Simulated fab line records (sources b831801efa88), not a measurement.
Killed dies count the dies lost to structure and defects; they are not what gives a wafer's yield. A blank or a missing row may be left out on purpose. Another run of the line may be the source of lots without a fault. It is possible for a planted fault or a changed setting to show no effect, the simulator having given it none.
What tool caused it? | flow gf180mcu | 18 wafers from 6 lots sampled at 2 of the route's 602 steps

## WHAT THE GAUGES SHOWED, per wafer
GF_NSD_CD_MEAS_07: target cd 400 nm.
lot  | measured     | on        | cd-nm (nm)
L649 | day 14 04:36 | cd-sem-01 | 397.3 395.4 395.7
L651 | day 14 23:56 | cd-sem-02 | 397.1 396.8 396.5
L656 | day 16 18:11 | cd-sem-01 | 402.1 401.0 401.0
L662 | day 18 21:35 | cd-sem-01 | - - -
L666 | day 20 06:47 | cd-sem-02 | 395.0 396.7 395.4
L668 | day 20 20:50 | cd-sem-01 | 405.0 404.6 402.5

## EACH LOT AND THE TOOL THAT RAN IT (in order: tool; ch and the chambers of the sampled wafers; start)
lot  | GF_NSD_EXPOSE_04
L649 | iline-stepper-02 ch 0, day 13 17:57
L651 | iline-stepper-01 ch 0, day 14 13:10
L656 | iline-stepper-02 ch 0, day 16 07:52
L662 | iline-stepper-01 ch 0, day 18 10:17
L666 | iline-stepper-02 ch 0, day 19 19:04
L668 | iline-stepper-01 ch 0, day 20 08:46
- GF_NSD_EXPOSE_04: exposes mask Nplus, target cd 400 nm.

## THE ANSWER, worked out from the rows above alone
Rule: what is usual is taken from the lots themselves. The widest of any qualifying gaps counts: lots, ordered by their means at a reading, are off when they make up no more than a third of the lots, leave a main group of 4 or more, and stand apart from it by 3 or more times the standard deviation of that group's means. A main group whose means are all the same, to the digits that the tables above print for the reading, isn't used. Also off: a lot with no number at a reading for which 4 or more lots have one. All remaining lots with rows at the step are treated as sound.
Off at GF_NSD_CD_MEAS_07 (cd-nm): L662. Without a number there: L662. Mean 398.8 nm and standard deviation 3.3 in the main group.
If a tool, at a process step before that reading, ran all the lots that are off and no sound lot after the first of them, it fits. The gauges at GF_NSD_CD_MEAS_07 are tried like those tools. None of those tried fits.

## WHAT WAS PUT IN BY THE SIMULATOR
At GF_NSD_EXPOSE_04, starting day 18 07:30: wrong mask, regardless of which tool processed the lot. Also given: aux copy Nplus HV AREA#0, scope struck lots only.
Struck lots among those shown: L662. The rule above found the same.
